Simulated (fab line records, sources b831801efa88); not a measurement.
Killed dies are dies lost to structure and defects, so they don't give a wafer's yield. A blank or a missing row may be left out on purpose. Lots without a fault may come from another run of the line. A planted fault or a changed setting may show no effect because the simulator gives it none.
Which tool did it? | flow sfq_line | 7 lots, 21 wafers sampled, at 4 steps of a route of 325

WHAT THE GAUGES READ, wafer by wafer
SFQ_I7_BOW_MEAS_946.
lot  | measured     | on            | I7_BOW (um)
L902 | day 63 19:53 | film_metro-03 | 11 1 11
L905 | day 67 18:52 | film_metro-03 | 10 17 18
L909 | day 68 21:49 | film_metro-04 | 29 31 32 - - -
L911 | day 69 01:56 | film_metro-03 | -1 -6 -8
L913 | day 69 09:49 | film_metro-02 | 3 4 15 - - -
L919 | day 75 09:17 | film_metro-03 | 9 9 15
L921 | day 75 15:16 | film_metro-02 | 0 -14 -3

WHICH TOOL RAN EACH LOT (tool, then ch and the chambers of the sampled wafers, then the start)
lot  | SFQ_TRILAYER_R5_BARC_OPEN_METAL_ETCH_177 | SFQ_TRILAYER_M7_ETCH_METAL_ETCH_180 | SFQ_TRILAYER_I7_CMP_CMP_184
L902 | rie_metal-04 ch 0,1, day 47 07:46        | rie_metal-03 ch 0, day 63 05:03     | cmp-02 ch 0,1,2, day 63 17:53
L905 | rie_metal-03 ch 0,1, day 47 13:47        | rie_metal-03 ch 0,1, day 67 14:53   | cmp-02 ch 1,3, day 67 16:19
L909 | rie_metal-01 ch 0,1, day 49 00:34        | rie_metal-02 ch 0,1, day 68 13:29   | cmp-01 ch 1,2,3, day 68 18:49
L911 | rie_metal-04 ch 0,1, day 61 08:39        | rie_metal-02 ch 0,1, day 68 15:53   | cmp-02 ch 1,2, day 68 22:55
L913 | rie_metal-04 ch 0,1, day 61 16:10        | rie_metal-03 ch 0,1, day 68 21:53   | cmp-01 ch 0,2, day 69 07:19
L919 | rie_metal-04 ch 0,1, day 65 07:20        | rie_metal-02 ch 1, day 75 00:02     | cmp-02 ch 0,1, day 75 06:16
L921 | rie_metal-01 ch 0,1, day 65 09:44        | rie_metal-04 ch 0,1, day 75 04:50   | cmp-02 ch 1,2, day 75 12:16
- SFQ_TRILAYER_R5_BARC_OPEN_METAL_ETCH_177: etches BARC in O2, target depth 125 nm, time 41.7 s.
- SFQ_TRILAYER_M7_ETCH_METAL_ETCH_180: etches Nb in Cl2/Ar, stops on SiO2, target depth 240 nm, time 120 s.
- SFQ_TRILAYER_I7_CMP_CMP_184: polishes SiO2.

THE ANSWER, worked out from the rows above alone
Rule: what is usual is taken from the lots themselves. Put in order of their means at a reading, lots are off if they are a third of the lots or fewer, leave a main group of 4 or more, and stand apart from it by a gap of 3 or more times the standard deviation of the main group's means; of several such gaps the widest counts. A main group whose means are all the same, to the digits that the tables above print for the reading, isn't used. A lot without any number at a reading at which 4 lots or more have one is off too. The other lots that the step has rows for count as sound.
No lot is off at any reading shown: from this, nothing can be told.

WHAT THE SIMULATOR HAD PUT IN
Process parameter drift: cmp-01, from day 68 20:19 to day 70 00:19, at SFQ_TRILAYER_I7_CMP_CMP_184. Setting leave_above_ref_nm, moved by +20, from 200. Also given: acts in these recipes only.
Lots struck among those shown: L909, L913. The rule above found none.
